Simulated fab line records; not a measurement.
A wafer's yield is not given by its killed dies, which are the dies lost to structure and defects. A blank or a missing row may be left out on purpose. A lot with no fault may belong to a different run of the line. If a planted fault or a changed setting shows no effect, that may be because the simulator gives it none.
fab line records ; flow sky130
record lots=5; wafers=15; last_day=50
route steps=708 shown METAL5@680 PASSIVATION@681 PAD_OPEN@694
lots untouched by any fault: they come from a run of this same line in which no faults occurred
start_h: hours from the record's opening day to when the first of the lot's shown wafers began ; wait_h: time in hours since the lot's previous step ; " the same as in the row above ; L1.1+2: a row that stands for several wafers ; - no value, or no start was given ; * or withheld: withheld ; < > ~ a bound
route shown NAME@n: names a module that has steps shown in the file, with the first one's number in the route ; usual: mean/standard deviation taken from wafers without a fault ; same: alike in all rows ; chamber/n: place in a boat ; sites: readings site by site ; _std_site: how widely they spread, as a standard deviation ; _edge_site: the outer-site mean with the inner-site mean subtracted ; radius_mm: for every site, how far away it sits from the centre of the wafer ; mask NAME#n: copy n ; behind: the tool/chamber that last shaped the wafer ; hold: why the lot went on hold/how many hours it stayed there/how the hold came to an end ; device: the n, p or np transistor that did not switch ; end of line: tests of these same wafers at the route's end ; for a step that has no rows: nothing shown but its recipe ; killed: dies lost to structure and defects at the first sort, not the wafer's yield ; map: per-die view of a wafer (x killed, . not killed, _ where there is no die)
set.NAME: the setting as run; set.NAME@STEP: as run at that earlier step ; model.NAME: the simulator's own value behind a step, which no gauge read
lots at some steps of the route; a table a step, a row a wafer
services: the hour from which a tool's chamber was out of use, counted from the record's first day as start_h (under 0 if before that day), plus the number of hours and why
## steps
# step SKY_METAL5_CLEAN_19
# recipe chemistry=O3/DIW; dry=n2_spin
# step SKY_PASSIVATION_CVD_00
# recipe material=SiO2; target_thk_nm=90; temp_c=400; time_s=withheld; rf_w=600
# usual heater_power_w=642/100
lot.wafer;tool;chamber;start_h;wait_h;heater_power_w
L413.1;pecvd-03;2;1067.73;0.0;813
L413.4;pecvd-03;0;1067.73;0.0;575
L413.5;pecvd-03;2;1067.73;0.0;818
L420.1;pecvd-04;0;1115.63;0.0;613
L420.3;pecvd-04;2;1115.63;0.0;578
L420.6;pecvd-04;0;1115.63;0.0;607
L423.3;pecvd-03;2;1129.17;0.0;772
L423.4;pecvd-03;2;1129.17;0.0;771
L423.6;pecvd-03;1;1129.17;0.0;762
L424.1;pecvd-03;2;1131.59;0.0;750
L424.4;pecvd-03;0;1131.59;0.0;512
L424.5;pecvd-03;2;1131.59;0.0;768
L428.1;pecvd-04;0;1153.24;0.0;615
L428.2;pecvd-04;2;1153.24;0.0;469
L428.6;pecvd-04;0;1153.24;0.0;619
# step SKY_PASSIVATION_THK_MEAS_01
# recipe reads=SiO2_of_PASSIVATION_CVD_00
# usual PASSIVATION_CVD_00_THK=90.2/1.3
lot.wafer;tool;chamber;start_h;wait_h;PASSIVATION_CVD_00_THK[nm]
L413.1;film_metro-04;-;1067.75;-;89.2
L413.4;film_metro-04;-;1067.75;-;89.3
L413.5;film_metro-04;-;1067.75;-;89.6
L420.1;film_metro-03;-;1115.65;-;90.9
L420.3;film_metro-03;-;1115.65;-;89.4
L420.6;film_metro-03;-;1115.65;-;91.6
L423.3;film_metro-03;-;1129.21;-;90.7
L423.4;film_metro-03;-;1129.21;-;91.8
L423.6;film_metro-03;-;1129.21;-;91.7
L424.1;film_metro-04;-;1131.61;-;90.5
L424.4;film_metro-04;-;1131.61;-;90.9
L424.5;film_metro-04;-;1131.61;-;91.0
L428.1;film_metro-02;-;1153.27;-;89.2
L428.2;film_metro-02;-;1153.27;-;89.0
L428.6;film_metro-02;-;1153.27;-;90.7
# step SKY_PASSIVATION_CVD_02
# recipe material=Si3N4; target_thk_nm=540; temp_c=400; time_s=withheld; rf_w=450
# usual heater_power_w=714/110
lot.wafer;tool;chamber;start_h;wait_h;heater_power_w
L413.1;pecvd-04;2;1067.81;0.1;651
L413.4;pecvd-04;0;1067.81;0.1;703
L413.5;pecvd-04;2;1067.81;0.1;521
L420.1;pecvd-03;1;1115.71;0.1;743
L420.3;pecvd-03;2;1115.71;0.1;737
L420.6;pecvd-03;2;1115.71;0.1;783
L423.3;pecvd-04;0;1129.25;0.0;693
L423.4;pecvd-04;2;1129.25;0.0;519
L423.6;pecvd-04;0;1129.25;0.0;722
L424.1;pecvd-04;2;1131.67;0.1;615
L424.4;pecvd-04;2;1131.67;0.1;640
L424.5;pecvd-04;2;1131.67;0.1;656
L428.1;pecvd-01;0;1153.33;0.1;656
L428.2;pecvd-01;1;1153.33;0.1;673
L428.6;pecvd-01;0;1153.33;0.1;687
# step SKY_PASSIVATION_THK_MEAS_03
# recipe reads=Si3N4_of_PASSIVATION_CVD_02
# usual PASSIVATION_CVD_02_THK=534/6.8
lot.wafer;tool;chamber;start_h;wait_h;PASSIVATION_CVD_02_THK[nm]
L413.1;film_metro-02;-;1068.03;-;527
L413.4;film_metro-02;-;1068.03;-;530
L413.5;film_metro-02;-;1068.03;-;536
L420.1;film_metro-04;-;1115.94;-;525
L420.3;film_metro-04;-;1115.94;-;523
L420.6;film_metro-04;-;1115.94;-;536
L423.3;film_metro-02;-;1129.50;-;529
L423.4;film_metro-02;-;1129.50;-;541
L423.6;film_metro-02;-;1129.50;-;541
L424.1;film_metro-03;-;1132.01;-;526
L424.4;film_metro-03;-;1132.01;-;538
L424.5;film_metro-03;-;1132.01;-;536
L428.1;film_metro-04;-;1153.56;-;543
L428.2;film_metro-04;-;1153.56;-;532
L428.6;film_metro-04;-;1153.56;-;544
# step SKY_PASSIVATION_DEHYDRATE_04
# recipe temp_c=200; time_s=60
# step SKY_PASSIVATION_HMDS_05
# recipe prime_time_s=60; prime_temp_c=120
# step SKY_PASSIVATION_COAT_06
# recipe spin_rpm=2000; resist_thk_nm=3000
# step SKY_PASSIVATION_SOFTBAKE_07
# recipe temp_c=110; time_s=withheld
# step SKY_PASSIVATION_EXPOSE_08
# recipe mask_id=NSM; target_cd_nm=3000; na=0.57; dose_mj=260
# step SKY_PASSIVATION_PEB_09
# recipe temp_c=115; time_s=withheld
# step SKY_PASSIVATION_DEVELOP_10
# recipe develop_time_s=60; dev_temp_c=23
# step SKY_PASSIVATION_ETCH_11
# recipe chemistry=CF4/O2; target_depth_nm=725; stop_on=AlCu; source_w=800; bias_w=150; pressure_mtorr=150; cf4_flow_sccm=80; O2_flow_sccm=10; time_s=161.1
# usual drypump_motor_current_A=5.8/0.33; oes_product_au=0.972/0.0073; throttle_valve_pct=5.962/0.0092
# same time_s=161.1
lot.wafer;tool;chamber;start_h;wait_h;drypump_motor_current_A;oes_product_au;rf_hours_counter_h;throttle_valve_pct;model.coat_of_PASSIVATION_COAT_06.thk_nm;model.PASSIVATION.feature_depth_nm;model.etch.depth_nm
L413.1;rie_diel-04;2;1088.92;-;5.4;0.971;27;5.961;2530;689.7;689.7
L413.4;rie_diel-04;0;1088.92;-;5.5;0.976;24;5.960;2524;692.7;692.7
L413.5;rie_diel-04;2;1088.92;-;5.4;0.973;-;5.971;2522;699.9;699.9
L420.1;rie_diel-04;2;1135.01;-;5.4;0.965;29;5.979;2520;689.6;689.6
L420.3;rie_diel-04;1;1135.01;-;6.1;0.954;11;5.950;2500;686.2;686.2
L420.6;rie_diel-04;2;1135.01;-;5.4;0.975;-;5.957;2523;700.2;700.2
L423.3;rie_diel-04;0;1147.53;-;5.6;0.963;27;5.970;2522;693.6;693.6
L423.4;rie_diel-04;3;1147.53;-;6.3;0.971;23;5.961;2530;702.1;702.1
L423.6;rie_diel-04;3;1147.53;-;6.3;0.983;-;5.961;2317;708.1;708.1
L424.1;rie_diel-02;3;1150.18;-;5.9;0.968;16;5.945;2485;690.1;690.1
L424.4;rie_diel-02;0;1150.18;-;5.5;0.973;13;5.966;2499;704;704
L424.5;rie_diel-02;1;1150.18;-;5.6;0.972;-;5.952;2505;701.5;701.5
L428.1;rie_diel-02;1;1170.56;-;5.7;0.967;7;5.956;2537;705.7;705.7
L428.2;rie_diel-02;0;1170.56;-;5.5;0.964;14;5.966;2520;696.3;696.3
L428.6;rie_diel-02;0;1170.56;-;5.5;0.987;-;5.962;2517;709.9;709.9
# step SKY_PASSIVATION_STRIP_12
# recipe chemistry=O2/N2; power_w=1400; pressure_mtorr=1500; platen_temp_c=withheld; overash_fraction=0.7; o2_flow_sccm=3000; n2_flow_sccm=300
# usual drypump_motor_current_A=5.56/0.25; oes_product_au=0.661/0.0048; strip_time_to_endpoint_s=31.62/0.16
lot.wafer;tool;chamber;start_h;wait_h;drypump_motor_current_A;oes_product_au;rf_hours_counter_h;strip_time_to_endpoint_s
L413.1;plasma_asher-04;0;1089.02;0.1;5.68;0.664;98;31.69
L413.4;plasma_asher-04;1;1089.02;0.1;5.86;0.665;-;31.63
L413.5;plasma_asher-04;0;1089.02;0.1;5.70;0.665;-;31.57
L420.1;plasma_asher-01;1;1135.11;0.1;5.84;0.665;70;31.57
L420.3;plasma_asher-01;0;1135.11;0.1;5.32;0.659;-;31.33
L420.6;plasma_asher-01;1;1135.11;0.1;5.86;0.659;-;31.59
L423.3;plasma_asher-03;0;1147.67;0.1;5.41;0.656;-;31.58
L423.4;plasma_asher-03;1;1147.67;0.1;5.23;0.668;-;31.67
L423.6;plasma_asher-03;0;1147.67;0.1;5.39;0.664;-;29.22
L424.1;plasma_asher-01;1;1150.28;0.1;5.82;0.651;71;31.14
L424.4;plasma_asher-01;0;1150.28;0.1;5.33;0.659;-;31.31
L424.5;plasma_asher-01;0;1150.28;0.1;5.33;0.668;-;31.37
L428.1;plasma_asher-03;0;1170.66;0.1;5.40;0.657;12;31.78
L428.2;plasma_asher-03;1;1170.66;0.1;5.20;0.656;12;31.57
L428.6;plasma_asher-03;1;1170.66;0.1;5.18;0.660;-;31.52
# step SKY_PAD_OPEN_DEHYDRATE_00
# recipe temp_c=200; time_s=60
# step SKY_PAD_OPEN_PROBE_99
# usual defect_limited_yield=82.3/1.9; killed_at_M0_to_M3=44/6.9; killed_at_M4_up=3.3/2.1; killed_at_contacts=24/4.8; killed_at_front_end=15/4.4; killed_at_other=0.2/0.48; killed_dies=87/9.5; killed_open=48/6.5; killed_short=39/6.3; sort_bin_3_pad_short=0.9/0.48; sort_bin_5_function=10.5/1.5; sort_bin_6_memory=6.3/1.1; sort_n_pass=405/9.5; sort_yield_pct=82.3/1.9
# same gross_dies=492; killed_at_back_side=0; sort_bin_4_leakage[%]=0; sort_bin_8_speed[%]=0
lot.wafer;tool;chamber;start_h;wait_h;defect_limited_yield[%];killed_at_M0_to_M3;killed_at_M4_up;killed_at_contacts;killed_at_front_end;killed_at_other;killed_dies;killed_open;killed_short;sort_bin_3_pad_short[%];sort_bin_5_function[%];sort_bin_6_memory[%];sort_n_pass;sort_yield_pct[%]
L413.1;prober-02;-;1111.20;0.1;79.7;50;7;21;22;0;100;49;51;1.2;12.8;6.3;392;79.7
L413.4;prober-02;-;1111.35;0.2;84.6;44;4;11;17;0;76;34;42;0.6;10.0;4.9;416;84.6
L413.5;prober-02;-;1111.40;0.2;84.1;31;3;19;25;0;78;44;34;0.4;10.6;4.9;414;84.1
L420.1;prober-01;-;1155.16;0.1;86.0;40;1;20;7;1;69;39;30;0;8.1;5.9;423;86.0
L420.3;prober-01;-;1155.26;0.2;81.5;53;6;22;10;0;91;46;45;2.0;11.8;4.7;401;81.5
L420.6;prober-01;-;1155.41;0.2;84.1;44;0;18;14;2;78;42;36;0.4;10.2;5.3;414;84.1
L423.3;prober-02;-;1168.22;0.2;82.7;39;9;20;17;0;85;45;39;0.2;10.2;6.9;407;82.7
L423.4;prober-02;-;1168.27;0.2;79.3;45;8;28;21;0;102;50;52;0.6;14.6;5.5;390;79.3
L423.6;prober-02;-;1168.37;0.2;85.0;40;1;23;10;0;74;39;34;0.8;7.9;6.3;418;85.0
# killed by level:class
L413.1 VIA1:geometric_particle:open=11 METAL1:geometric_particle:short=10 FIELD_ISO:geometric_particle:short=7 FIELD_ISO:geometric_particle:open=6 LI_CONTACT:geometric_particle:open=6 LOCAL_INTERCONNECT:geometric_particle:short=6 VIA3:geometric_particle:open=6 POLY_GATE:geometric_particle:open=4
L413.4 METAL1:geometric_particle:short=9 VIA1:geometric_particle:open=8 METAL2:geometric_particle:short=7 FIELD_ISO:geometric_particle:open=5 POLY_GATE:geometric_particle:short=4 VIA1:geometric_particle:short=4 FIELD_ISO:geometric_particle:short=3 VIA2:geometric_particle:open=3
L413.5 LI_CONTACT:geometric_particle:open=8 FIELD_ISO:geometric_particle:short=6 POLY_GATE:geometric_particle:open=6 VIA1:geometric_particle:open=6 METAL1:geometric_particle:short=6 VIA2:geometric_particle:open=5 CONTACT:geometric_particle:open=5 FIELD_ISO:geometric_particle:open=4
L420.1 VIA1:geometric_particle:open=12 VIA3:geometric_particle:open=8 LOCAL_INTERCONNECT:geometric_particle:short=6 VIA2:geometric_particle:open=6 CONTACT:geometric_particle:short=5 CONTACT:geometric_particle:open=5 LI_CONTACT:geometric_particle:open=4 METAL1:geometric_particle:short=3
L420.3 VIA1:geometric_particle:open=12 VIA3:geometric_particle:open=8 METAL1:geometric_particle:short=7 VIA2:geometric_particle:open=7 CONTACT:geometric_particle:open=7 VIA1:geometric_particle:short=7 CONTACT:geometric_particle:short=6 LOCAL_INTERCONNECT:geometric_particle:short=5
L420.6 VIA2:geometric_particle:open=10 CONTACT:geometric_particle:open=7 METAL2:geometric_particle:short=7 METAL1:geometric_particle:short=6 VIA1:geometric_particle:open=5 VIA3:geometric_particle:open=5 FIELD_ISO:geometric_particle:open=4 LOCAL_INTERCONNECT:geometric_particle:short=4
L423.3 VIA1:geometric_particle:open=11 FIELD_ISO:geometric_particle:short=7 CONTACT:geometric_particle:open=7 FIELD_ISO:geometric_particle:open=6 VIA2:geometric_particle:open=6 METAL4:geometric_particle:short=6 VIA1:geometric_particle:short=5 VIA3:geometric_particle:open=5
L423.4 CONTACT:geometric_particle:open=12 VIA1:geometric_particle:open=9 VIA2:geometric_particle:short=8 LI_CONTACT:geometric_particle:short=7 POLY_GATE:geometric_particle:open=6 METAL4:geometric_particle:short=6 FIELD_ISO:geometric_particle:open=5 FIELD_ISO:geometric_particle:short=5
L423.6 CONTACT:geometric_particle:open=9 VIA1:geometric_particle:open=8 LOCAL_INTERCONNECT:geometric_particle:short=5 METAL1:geometric_particle:short=5 VIA1:geometric_particle:short=5 VIA2:geometric_particle:open=5 LI_CONTACT:geometric_particle:open=4 CONTACT:geometric_particle:short=3
## services
tool;chamber;start_h;hours;kind
pecvd-03;2;1052.89;5.5;scheduled_down
plasma_asher-03;-;1055.25;9.0;pm
plasma_asher-03;0;1055.25;9.0;vent_cycle
plasma_asher-03;1;1055.25;9.0;vent_cycle
rie_diel-04;0;1058.53;6.8;repair
plasma_asher-03;0;1064.25;-;clean
plasma_asher-03;1;1064.25;-;clean
rie_diel-02;0;1071.73;5.4;repair
pecvd-01;-;1078.07;2.1;repair
pecvd-04;-;1083.54;6.0;pm
pecvd-01;1;1089.95;5.0;scheduled_down
rie_diel-04;1;1097.60;3.7;repair
plasma_asher-01;-;1108.41;0.9;repair
pecvd-01;-;1111.47;14.6;pm
plasma_asher-04;-;1120.74;14.6;pm
pecvd-04;0;1131.25;2.1;scheduled_down
rie_diel-02;1;1135.07;4.1;repair
rie_diel-04;2;1137.15;2.6;repair
pecvd-01;-;1140.10;0.3;repair
pecvd-01;0;1143.97;2.1;scheduled_down
pecvd-03;1;1147.06;16.1;repair
pecvd-04;1;1152.56;9.1;repair
rie_diel-04;3;1154.25;6.1;repair
pecvd-01;-;1160.62;6.5;repair
## key
first_sign step=SKY_PASSIVATION_STRIP_12; reading=strip_time_to_endpoint_s; direction=down; sigmas=15; usual=*; struck=*
effect none on later readings
model_effect step=SKY_PASSIVATION_ETCH_11; value=coat_of_PASSIVATION_COAT_06.thk_nm; without=2528; struck=2317
met_at SKY_PASSIVATION_ETCH_11
struck_wafers L423.6
onset_between 1135.01 1147.53
fault kind=process_parameter_drift; tool=rie_diel-04; chamber=-; onset_h=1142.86; steps=SKY_PASSIVATION_ETCH_11; channel=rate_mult; offset=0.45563; shape=step; end_h=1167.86; scope=struck_wafers_only
